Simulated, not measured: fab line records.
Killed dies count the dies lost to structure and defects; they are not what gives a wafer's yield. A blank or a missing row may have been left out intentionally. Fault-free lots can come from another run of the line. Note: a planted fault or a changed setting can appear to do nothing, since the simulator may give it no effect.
fab line records -- flow sky130
[record] lots = 12, wafers = 36, lastDay = 50
route steps=708 shown CONTACT@433 METAL4@600 CAP2M@617 VIA4@642 PAD_OPEN@708
lots that met no fault: taken from a fault-free run of the same line
startH: start of the lot's first displayed wafer, in hours after the record's first day -- waitH: how many hours have passed since the lot's step before this one -- " identical to the entry in the row above -- L1.1+2: a row that stands for several wafers -- - either no value or no given start -- * or withheld: withheld -- < > ~ a bound
route shown NAME@n: names a module that has steps shown in the file, with the first one's number in the route -- usual: mean and standard deviation over wafers with no fault -- same: alike in all rows -- chamber/n: place in a boat -- sites: the reading at each site -- _std_site: how widely they spread, as a standard deviation -- _edge_site: the outer-site mean with the inner-site mean subtracted -- radiusMm: for every site, how far away it sits from the centre of the wafer -- mask NAME#n: copy n -- behind: the last tool/chamber to shape the wafer -- hold: what put the lot on hold/how long, in hours/how the hold closed -- device: transistor that didn't switch, given as n, p or np -- end of line: the tests these same wafers got at the end of their route -- where a step has no rows: the recipe by itself -- killed: not the wafer's yield, but the dies lost to structure and defects at the first sort -- map: a wafer's dies, marking killed ones x, the rest . and places with no die _
set.NAME: setting as actually run; set.NAME@STEP: the setting as run at that earlier step -- model.NAME: the simulator's own value behind a step, which no gauge read
a sample of lots followed through the steps of the route, with each step as a table and each wafer as a row
services: the hour from which a tool's chamber was out of use, counted from the record's first day as startH (under 0 if before that day), plus the number of hours and why
[[steps]]
[step SKY_CONTACT_CMP_27]
[recipe] stopOn = SiO2, tOverpolishS = 15, downForcePsi = 3.5, platenRpm = 60, targetThkNm = 0, padVelocityMS = 0.94248
[usual] headPressurePsi = 3.499/0.0078, motorCurrentA = 11.4/0.83, overpolishRunS = 15.000/0.0087, retainingRingPressureFrac = 1.000/0.0052, timeToEndpointS = 83/3.9
lot.wafer,tool,chamber,startH,waitH,headPressurePsi,motorCurrentA,overpolishRunS,retainingRingPressureFrac,timeToEndpointS
L962.3,cmp-02,3,727.49,0.2,3.507,11.6,15.006,1.009,83
L962.5,cmp-02,0,727.49,0.2,3.499,12.3,15.004,1.000,76
L962.6,cmp-02,1,727.49,0.2,3.496,11.5,14.990,0.991,82
L961.1,cmp-02,0,728.76,0.1,3.496,12.3,14.988,0.999,75
L961.2,cmp-02,3,728.76,0.1,3.497,12.1,14.998,0.999,82
L961.5,cmp-02,1,728.76,0.1,3.500,11.1,14.997,1.002,87
L971.3,cmp-02,0,809.03,0.4,3.500,12.4,15.012,0.994,77
L971.2,cmp-02,3,809.03,0.4,3.507,11.5,15.001,0.998,83
L971.6,cmp-02,1,809.03,0.4,3.488,11.1,15.002,1.003,83
L972.3,cmp-02,0,827.52,0.0,3.480,12.4,14.995,1.002,82
L972.4,cmp-02,1,827.52,0.0,3.504,11.2,15.002,1.002,88
L972.6,cmp-02,0,827.52,0.0,3.486,12.1,14.986,1.000,82
L974.4,cmp-01,2,842.98,0.0,3.499,11.8,15.009,1.004,85
L974.2,cmp-01,0,842.98,0.0,3.504,9.7,14.995,0.995,93
L974.1,cmp-01,1,842.98,0.0,3.498,12.0,14.993,0.999,88
L975.3,cmp-01,2,849.35,0.0,3.500,11.9,14.995,1.004,81
L975.1,cmp-01,3,849.35,0.0,3.495,9.8,14.999,0.997,84
L975.6,cmp-01,3,849.35,0.0,3.488,10.1,15.017,1.003,83
L976.4,cmp-01,3,851.92,0.1,3.498,9.6,15.005,0.997,86
L976.5,cmp-01,1,851.92,0.1,3.493,12.1,15.000,0.998,87
L976.6,cmp-01,2,851.92,0.1,3.512,11.8,15.020,1.007,83
L977.4,cmp-01,2,862.88,0.0,3.510,11.3,14.990,0.999,83
L977.1,cmp-01,3,862.88,0.0,3.479,9.5,14.999,1.000,85
L977.6,cmp-01,2,862.88,0.0,3.498,11.5,15.008,1.001,85
L981.4,cmp-02,0,888.36,0.0,3.506,12.3,14.994,1.006,73
L981.3,cmp-02,1,888.36,0.0,3.503,11.3,15.005,0.996,79
L981.2,cmp-02,3,888.36,0.0,3.491,11.7,14.996,0.997,79
L982.1,cmp-01,2,889.22,0.1,3.505,11.3,14.996,1.000,81
L982.2,cmp-01,0,889.22,0.1,3.508,9.8,15.004,1.001,88
L982.5,cmp-01,1,889.22,0.1,3.505,12.8,14.997,1.001,86
L983.1,cmp-02,1,894.77,0.1,3.503,11.1,15.001,0.987,85
L983.2,cmp-02,2,894.77,0.1,3.500,11.4,15.017,0.996,83
L983.4,cmp-02,3,894.77,0.1,3.506,12.1,14.992,1.004,78
L984.3,cmp-01,1,904.43,0.1,3.499,12.1,14.998,1.001,82
L984.4,cmp-01,3,904.43,0.1,3.507,9.9,14.986,1.003,80
L984.5,cmp-01,1,904.43,0.1,3.513,12.1,15.013,0.998,82
[step SKY_METAL4_SPUTTER_02]
[recipe] material = AlCu, targetThkNm = 735, powerW = 10600, timeS = 39.1, chamberPressurePa = 0.4
[usual] throttleValvePct = 30.3/1.1
lot.wafer,tool,chamber,startH,waitH,throttleValvePct
L962.3,pvdSputter-03,-,921.38,0.0,31.5
L962.5,pvdSputter-03,-,921.38,0.0,32.1
L962.6,pvdSputter-03,-,921.38,0.0,29.6
L961.1,pvdSputter-03,-,922.58,0.0,31.5
L961.2,pvdSputter-03,-,922.58,0.0,32.0
L961.5,pvdSputter-03,-,922.58,0.0,28.8
L971.2,pvdSputter-02,-,996.67,0.0,31.5
L971.3,pvdSputter-02,-,996.67,0.0,29.8
L971.6,pvdSputter-02,-,996.67,0.0,29.6
L972.3,pvdSputter-02,-,1010.81,0.0,30.0
L972.4,pvdSputter-02,-,1010.81,0.0,30.9
L972.6,pvdSputter-02,-,1010.81,0.0,29.7
L974.1,pvdSputter-04,-,1026.15,0.0,31.1
L974.2,pvdSputter-04,-,1026.15,0.0,29.2
L974.4,pvdSputter-04,-,1026.15,0.0,29.5
L975.1,pvdSputter-03,-,1029.30,0.0,31.4
L975.3,pvdSputter-03,-,1029.30,0.0,29.5
L975.6,pvdSputter-03,-,1029.30,0.0,29.6
L976.4,pvdSputter-03,-,1030.88,0.0,31.5
L976.5,pvdSputter-03,-,1030.88,0.0,28.9
L976.6,pvdSputter-03,-,1030.88,0.0,29.5
L977.1,pvdSputter-03,-,1042.93,0.0,32.3
L977.4,pvdSputter-03,-,1042.93,0.0,28.6
L977.6,pvdSputter-03,-,1042.93,0.0,31.8
L981.2,pvdSputter-03,-,1063.13,0.0,32.2
L981.3,pvdSputter-03,-,1063.13,0.0,28.9
L981.4,pvdSputter-03,-,1063.13,0.0,31.3
L982.1,pvdSputter-03,-,1064.03,0.0,29.5
L982.2,pvdSputter-03,-,1064.03,0.0,31.5
L982.5,pvdSputter-03,-,1064.03,0.0,32.1
L983.1,pvdSputter-03,-,1066.78,0.0,31.6
L983.2,pvdSputter-03,-,1066.78,0.0,32.2
L983.4,pvdSputter-03,-,1066.78,0.0,29.5
L984.3,pvdSputter-02,-,1073.20,0.0,30.7
L984.4,pvdSputter-02,-,1073.20,0.0,29.5
L984.5,pvdSputter-02,-,1073.20,0.0,29.9
[step SKY_CAP2M_STRIP_14]
[recipe] chemistry = O2/N2, powerW = 1400, pressureMtorr = 1500, platenTempC = withheld, o2FlowSccm = 3000, n2FlowSccm = 300, overashFraction = 0.5
[usual] drypumpMotorCurrentA = 5.7/0.58, n2FlowSccm = 300.0/0.8, o2FlowSccm = 3001/9.4, oesProductAu = 0.710/0.0048, stripTimeToEndpointS = 12.64/0.042
lot.wafer,tool,chamber,startH,waitH,drypumpMotorCurrentA,n2FlowSccm,o2FlowSccm,oesProductAu,rfHoursCounterH,stripTimeToEndpointS
L962.3,plasmaAsher-02,1,945.44,0.1,6.6,299.6,2991,0.705,-,12.69
L962.5,plasmaAsher-02,1,945.44,0.1,6.7,299.2,2988,0.712,-,12.63
L962.6,plasmaAsher-02,0,945.44,0.1,5.3,299.3,2974,0.703,-,12.63
L961.1,plasmaAsher-03,0,947.00,0.1,5.0,299.6,3003,0.711,81,12.66
L961.2,plasmaAsher-03,1,947.00,0.1,6.0,300.4,3001,0.710,81,12.64
L961.5,plasmaAsher-03,1,947.00,0.1,6.0,300.5,2992,0.707,-,12.61
L971.2,plasmaAsher-03,1,1019.50,0.1,6.0,299.0,3010,0.713,88,12.60
L971.3,plasmaAsher-03,0,1019.50,0.1,5.0,300.7,3008,0.705,-,12.58
L971.6,plasmaAsher-03,1,1019.50,0.1,6.0,300.7,3000,0.714,-,12.65
L972.3,plasmaAsher-04,0,1033.74,0.1,5.3,299.1,2986,0.717,-,12.64
L972.4,plasmaAsher-04,1,1033.74,0.1,6.2,299.8,2995,0.708,-,12.67
L972.6,plasmaAsher-04,0,1033.74,0.1,5.4,299.7,2984,0.712,-,12.63
L974.1,plasmaAsher-02,0,1047.66,0.1,5.3,300.2,3024,0.712,126,12.53
L974.2,plasmaAsher-02,1,1047.66,0.1,6.6,299.1,3011,0.712,126,12.53
L974.4,plasmaAsher-02,1,1047.66,0.1,6.6,299.4,3004,0.708,-,12.50
L975.1,plasmaAsher-02,1,1050.88,0.1,6.6,299.7,2994,0.708,126,12.68
L975.3,plasmaAsher-02,0,1050.88,0.1,5.3,300.2,3008,0.709,-,12.59
L975.6,plasmaAsher-02,1,1050.88,0.1,6.6,299.5,3020,0.704,-,12.64
L976.4,plasmaAsher-04,0,1051.81,0.1,5.3,298.9,3003,0.708,-,12.58
L976.5,plasmaAsher-04,0,1051.81,0.1,5.3,299.1,2993,0.717,-,12.57
L976.6,plasmaAsher-04,1,1051.81,0.1,6.2,300.2,2998,0.712,-,12.66
L977.1,plasmaAsher-03,1,1064.03,0.1,6.0,299.3,3005,0.713,93,12.63
L977.4,plasmaAsher-03,1,1064.03,0.1,6.0,299.7,3012,0.714,-,12.58
L977.6,plasmaAsher-03,0,1064.03,0.1,5.0,299.4,2997,0.706,-,12.60
L981.2,plasmaAsher-02,1,1083.58,0.1,6.6,300.5,3004,0.706,2,12.61
L981.3,plasmaAsher-02,0,1083.58,0.1,5.3,300.2,2998,0.714,-,12.59
L981.4,plasmaAsher-02,1,1083.58,0.1,6.6,300.1,3015,0.712,-,12.64
L982.1,plasmaAsher-03,1,1085.31,0.1,6.0,300.5,2991,0.709,95,12.61
L982.2,plasmaAsher-03,0,1085.31,0.1,5.0,301.2,3014,0.712,95,12.68
L982.5,plasmaAsher-03,1,1085.31,0.1,6.0,301.3,2991,0.711,-,12.66
L983.1,plasmaAsher-04,1,1087.61,0.1,6.2,300.3,2998,0.695,33,12.73
L983.2,plasmaAsher-04,0,1087.61,0.1,5.4,300.8,3006,0.714,33,12.67
L983.4,plasmaAsher-04,1,1087.61,0.1,6.2,299.7,3004,0.707,-,12.67
L984.3,plasmaAsher-03,0,1093.99,0.1,5.0,300.0,3005,0.704,-,12.65
L984.4,plasmaAsher-03,1,1093.99,0.1,6.0,299.6,3003,0.713,-,12.69
L984.5,plasmaAsher-03,0,1093.99,0.1,5.0,298.7,2998,0.708,-,12.61
[step SKY_VIA4_BOW_MEAS_03]
[recipe] mode = bow
[usual] VIA4_BOW = 79/7.6
lot.wafer,tool,chamber,startH,waitH,VIA4_BOW[um]
L962.3,filmMetro-03,-,971.19,0.2,82
L962.5,filmMetro-03,-,971.19,0.2,79
L962.6,filmMetro-03,-,971.19,0.2,80
L961.1,filmMetro-03,-,972.91,0.2,95
L961.2,filmMetro-03,-,972.91,0.2,89
L961.5,filmMetro-03,-,972.91,0.2,77
L971.2,filmMetro-04,-,1043.97,0.3,83
L971.3,filmMetro-04,-,1043.97,0.3,84
L971.6,filmMetro-04,-,1043.97,0.3,71
L972.3,filmMetro-04,-,1057.36,0.2,80
L972.4,filmMetro-04,-,1057.36,0.2,76
L972.6,filmMetro-04,-,1057.36,0.2,73
L974.1,filmMetro-02,-,1069.35,0.1,88
L974.2,filmMetro-02,-,1069.35,0.1,79
L974.4,filmMetro-02,-,1069.35,0.1,81
L975.1,filmMetro-02,-,1072.71,0.2,76
L975.3,filmMetro-02,-,1072.71,0.2,72
L975.6,filmMetro-02,-,1072.71,0.2,73
L976.4,filmMetro-02,-,1073.93,0.2,81
L976.5,filmMetro-02,-,1073.93,0.2,78
L976.6,filmMetro-02,-,1073.93,0.2,89
L977.1,filmMetro-04,-,1087.33,0.1,87
L977.4,filmMetro-04,-,1087.33,0.1,76
L977.6,filmMetro-04,-,1087.33,0.1,86
L981.2,filmMetro-02,-,1106.11,0.2,68
L981.3,filmMetro-02,-,1106.11,0.2,90
L981.4,filmMetro-02,-,1106.11,0.2,83
L982.1,filmMetro-03,-,1108.05,0.2,88
L982.2,filmMetro-03,-,1108.05,0.2,93
L982.5,filmMetro-03,-,1108.05,0.2,80
L983.1,filmMetro-04,-,1108.98,0.2,68
L983.2,filmMetro-04,-,1108.98,0.2,78
L983.4,filmMetro-04,-,1108.98,0.2,62
L984.3,filmMetro-04,-,1115.65,0.2,76
L984.4,filmMetro-04,-,1115.65,0.2,66
L984.5,filmMetro-04,-,1115.65,0.2,70
[step SKY_PAD_OPEN_PROBE_99]
[usual] killed_at_M0_to_M3 = 43/6.8, killed_at_M4_up = 2.9/1.7, killedAtContacts = 24/5.4, killedAtFrontEnd = 15/4.8, killedAtOther = 0.3/0.57, killedDies = 85/9.4, killedOnRim = 16/4, killedOpen = 47/7.5, killedShort = 38/5.7
[same] grossDies = 492, killedAtBackSide = 0
lot.wafer,tool,chamber,startH,waitH,killed_at_M0_to_M3,killed_at_M4_up,killedAtContacts,killedAtFrontEnd,killedAtOther,killedDies,killedOnRim,killedOpen,killedShort
L962.3,prober-01,-,1065.39,0.2,42,4,21,10,0,77,12,46,31
L962.5,prober-01,-,1065.49,0.2,35,1,32,7,0,75,14,42,33
L962.6,prober-01,-,1065.54,0.2,38,0,19,17,0,74,13,49,25
L961.1,prober-02,-,1070.34,0.1,52,0,31,13,0,96,15,49,47
L961.2,prober-02,-,1070.39,0.1,43,1,21,12,1,78,15,39,39
L961.5,prober-02,-,1070.54,0.2,45,0,32,10,0,87,15,52,35
L971.2,prober-01,-,1129.17,0.1,32,5,272,9,0,318,61,35,34
L971.3,prober-01,-,1129.22,0.2,30,3,299,8,0,340,70,34,28
L971.6,prober-01,-,1129.37,0.2,18,2,270,13,0,303,62,21,32
L972.3,prober-02,-,1141.69,0.2,26,3,279,4,0,312,57,13,30
L972.4,prober-02,-,1141.74,0.2,25,3,272,11,0,311,62,26,26
L972.6,prober-02,-,1141.84,0.2,32,1,285,11,0,329,63,36,23
L974.1,prober-02,-,1151.99,0.1,33,4,21,20,1,79,14,41,38
L974.2,prober-02,-,1152.04,0.1,45,4,28,18,0,95,22,56,39
L974.4,prober-02,-,1152.14,0.2,31,2,25,11,1,70,16,41,29
L976.4,prober-02,-,1155.38,0.2,36,3,28,8,0,75,14,42,33
L976.5,prober-02,-,1155.43,0.2,38,3,28,9,1,79,15,36,43
L976.6,prober-02,-,1155.48,0.2,44,4,32,11,0,91,16,53,38
L982.1,prober-02,-,1182.76,0.1,31,3,21,9,0,64,15,32,32
L982.2,prober-02,-,1182.81,0.1,38,5,26,17,0,86,15,48,38
L982.5,prober-02,-,1182.96,0.2,39,5,19,12,0,75,16,33,42
// killed by level:class
L962.3 VIA1:geometricParticle:open=12 CONTACT:geometricParticle:open=8 VIA1:geometricParticle:short=6 VIA3:geometricParticle:open=6 FIELD_ISO:geometricParticle:open=5 LI_CONTACT:geometricParticle:open=5 LOCAL_INTERCONNECT:geometricParticle:short=4 METAL2:geometricParticle:short=4
L962.5 VIA3:geometricParticle:open=10 CONTACT:geometricParticle:open=9 LI_CONTACT:geometricParticle:open=6 LI_CONTACT:geometricParticle:short=6 VIA1:geometricParticle:open=6 LOCAL_INTERCONNECT:geometricParticle:short=5 METAL1:geometricParticle:short=5 CONTACT:geometricParticle:short=4
L962.6 VIA1:geometricParticle:open=18 POLY_GATE:geometricParticle:open=7 CONTACT:geometricParticle:open=6 LI_CONTACT:geometricParticle:open=5 CONTACT:geometricParticle:short=5 FIELD_ISO:geometricParticle:open=3 POLY_GATE:geometricParticle:short=3 METAL2:geometricParticle:short=3
L961.1 VIA1:geometricParticle:open=15 CONTACT:geometricParticle:open=12 CONTACT:geometricParticle:short=9 METAL3:geometricParticle:short=7 LOCAL_INTERCONNECT:geometricParticle:short=6 VIA1:geometricParticle:short=5 VIA2:geometricParticle:short=5 FIELD_ISO:geometricParticle:open=4
L961.2 CONTACT:geometricParticle:open=7 VIA1:geometricParticle:open=7 VIA3:geometricParticle:open=7 LI_CONTACT:geometricParticle:open=6 VIA1:geometricParticle:short=5 VIA2:geometricParticle:short=5 FIELD_ISO:geometricParticle:short=4 CONTACT:geometricParticle:short=4
L961.5 CONTACT:geometricParticle:open=16 VIA1:geometricParticle:open=12 VIA2:geometricParticle:open=10 METAL2:geometricParticle:short=6 CONTACT:geometricParticle:short=5 POLY_GATE:geometricParticle:short=4 LI_CONTACT:geometricParticle:short=4 VIA3:geometricParticle:open=4
L971.2 CONTACT:unspecified=249 VIA1:geometricParticle:open=7 CONTACT:geometricParticle:open=6 LI_CONTACT:geometricParticle:open=5 CONTACT:geometricParticle:short=5 VIA1:geometricParticle:short=4 METAL2:geometricParticle:open=4 VIA3:geometricParticle:open=4
L971.3 CONTACT:unspecified=278 VIA3:geometricParticle:open=10 LI_CONTACT:geometricParticle:open=9 CONTACT:geometricParticle:open=5 METAL1:geometricParticle:short=5 METAL2:geometricParticle:short=4 FIELD_ISO:geometricParticle:short=3 LI_CONTACT:geometricParticle:short=3
L971.6 CONTACT:unspecified=250 CONTACT:geometricParticle:open=7 METAL1:geometricParticle:short=7 POLY_GATE:geometricParticle:short=6 LOCAL_INTERCONNECT:geometricParticle:short=5 FIELD_ISO:geometricParticle:short=3 LI_CONTACT:geometricParticle:open=3 VIA1:geometricParticle:open=3
L972.3 CONTACT:unspecified=269 METAL2:geometricParticle:short=6 CONTACT:geometricParticle:open=5 METAL1:geometricParticle:short=4 VIA2:geometricParticle:open=3 VIA3:geometricParticle:short=3 METAL4:geometricParticle:short=3 POLY_GATE:geometricParticle:short=2
L972.4 CONTACT:unspecified=259 VIA1:geometricParticle:open=7 CONTACT:geometricParticle:open=5 SPACER:geometricParticle:open=3 LOCAL_INTERCONNECT:geometricParticle:short=3 CONTACT:geometricParticle:short=3 METAL1:geometricParticle:open=3 VIA1:geometricParticle:short=3
L972.6 CONTACT:unspecified=270 VIA1:geometricParticle:open=9 CONTACT:geometricParticle:open=8 VIA1:geometricParticle:short=6 FIELD_ISO:geometricParticle:short=5 LI_CONTACT:geometricParticle:open=5 VIA3:geometricParticle:open=4 METAL2:geometricParticle:short=3
L974.1 LI_CONTACT:geometricParticle:open=8 VIA1:geometricParticle:open=7 VIA2:geometricParticle:open=7 CONTACT:geometricParticle:open=6 POLY_GATE:geometricParticle:short=5 LOCAL_INTERCONNECT:geometricParticle:short=4 VIA1:geometricParticle:short=4 METAL1:geometricParticle:short=4
L974.2 VIA1:geometricParticle:open=12 CONTACT:geometricParticle:open=9 VIA2:geometricParticle:open=9 LI_CONTACT:geometricParticle:open=8 VIA1:geometricParticle:short=6 VIA3:geometricParticle:open=5 LI_CONTACT:geometricParticle:short=5 SPACER:geometricParticle:open=5
L974.4 LI_CONTACT:geometricParticle:open=9 VIA1:geometricParticle:open=8 CONTACT:geometricParticle:open=7 CONTACT:geometricParticle:short=5 VIA2:geometricParticle:open=5 LOCAL_INTERCONNECT:geometricParticle:short=4 METAL1:geometricParticle:short=3 METAL2:geometricParticle:short=3
L976.4 CONTACT:geometricParticle:open=11 VIA1:geometricParticle:open=7 METAL2:geometricParticle:short=6 LI_CONTACT:geometricParticle:open=5 LOCAL_INTERCONNECT:geometricParticle:short=5 METAL1:geometricParticle:short=5 VIA2:geometricParticle:open=5 LI_CONTACT:geometricParticle:short=4
L976.5 CONTACT:geometricParticle:short=9 METAL2:geometricParticle:short=8 VIA3:geometricParticle:open=8 VIA1:geometricParticle:open=6 LI_CONTACT:geometricParticle:open=5 VIA2:geometricParticle:open=5 POLY_GATE:geometricParticle:short=4 POLY_GATE:geometricParticle:open=4
L976.6 LI_CONTACT:geometricParticle:open=10 VIA3:geometricParticle:open=9 CONTACT:geometricParticle:open=9 VIA1:geometricParticle:open=9 VIA2:geometricParticle:open=8 CONTACT:geometricParticle:short=6 FIELD_ISO:geometricParticle:short=4 LOCAL_INTERCONNECT:geometricParticle:short=4
L982.1 CONTACT:geometricParticle:open=9 VIA3:geometricParticle:open=8 VIA2:geometricParticle:open=6 METAL2:geometricParticle:short=5 LI_CONTACT:geometricParticle:short=4 METAL1:geometricParticle:short=4 POLY_GATE:geometricParticle:short=3 LOCAL_INTERCONNECT:geometricParticle:short=3
L982.2 LI_CONTACT:geometricParticle:open=9 VIA1:geometricParticle:open=9 VIA3:geometricParticle:open=8 CONTACT:geometricParticle:open=8 POLY_GATE:geometricParticle:short=6 METAL2:geometricParticle:short=6 VIA2:geometricParticle:open=6 LOCAL_INTERCONNECT:geometricParticle:short=5
L982.5 VIA1:geometricParticle:open=10 METAL1:geometricParticle:short=7 CONTACT:geometricParticle:open=7 FIELD_ISO:geometricParticle:short=5 VIA2:geometricParticle:open=5 METAL4:geometricParticle:short=5 CONTACT:geometricParticle:short=4 METAL2:geometricParticle:short=4
[[services]]
tool,chamber,startH,hours,kind
cmp-01,-,744.00,4.0,pm
cmp-02,-,749.87,1.7,repair
cmp-02,-,766.93,6.4,repair
cmp-01,-,805.26,6.8,pm
cmp-01,-,828.17,2.6,repair
cmp-02,-,840.36,4.0,repair
cmp-02,-,883.09,3.8,pm
cmp-02,-,908.97,5.1,repair
cmp-02,-,914.05,4.0,pm
cmp-01,-,933.05,8.1,pm
pvdSputter-03,-,948.12,3.5,repair
pvdSputter-03,-,955.13,5.2,repair
cmp-01,-,963.66,2.7,repair
cmp-02,-,975.61,1.3,repair
pvdSputter-03,-,987.20,4.1,repair
cmp-01,-,1008.61,5.6,repair
pvdSputter-03,-,1010.32,1.1,repair
cmp-02,-,1017.09,1.4,repair
cmp-02,-,1018.49,4.2,pm
cmp-02,-,1033.05,0.5,repair
cmp-02,-,1058.02,4.2,repair
cmp-01,-,1063.87,0.4,repair
cmp-01,-,1084.12,4.0,pm
cmp-01,-,1091.93,0.9,repair
[[key]]
[firstSign] step = SKY_PAD_OPEN_PROBE_99, reading = killedAtContacts, direction = up, sigmas = 47, usual = 24, struck = 280
[effect] step = SKY_PAD_OPEN_PROBE_99, reading = killedDies, direction = up, sigmas = 25, usual = 85, struck = 319
metAt SKY_CONTACT_CMP_27
struckLots L971,L972
testerLeftOut L971,L972
notActingAt SKY_METAL4_SPUTTER_02,SKY_CAP2M_STRIP_14,SKY_VIA4_BOW_MEAS_03
onsetBetween 728.76 809.03
[fault] kind = chamberParticleSource, tool = cmp-02, chamber = -, onsetH = 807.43, steps = SKY_CONTACT_CMP_27, ratePerVisitCm2 = 1.6391, endH = 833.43
// testerLeftOut: of these lots the tester's yield and bins aren't shown, on N5 and GAA mostly nor the transistor test; their killed dies are dies lost to structure and defects alone, not to doping, threshold or leakage, so they don't give the yield
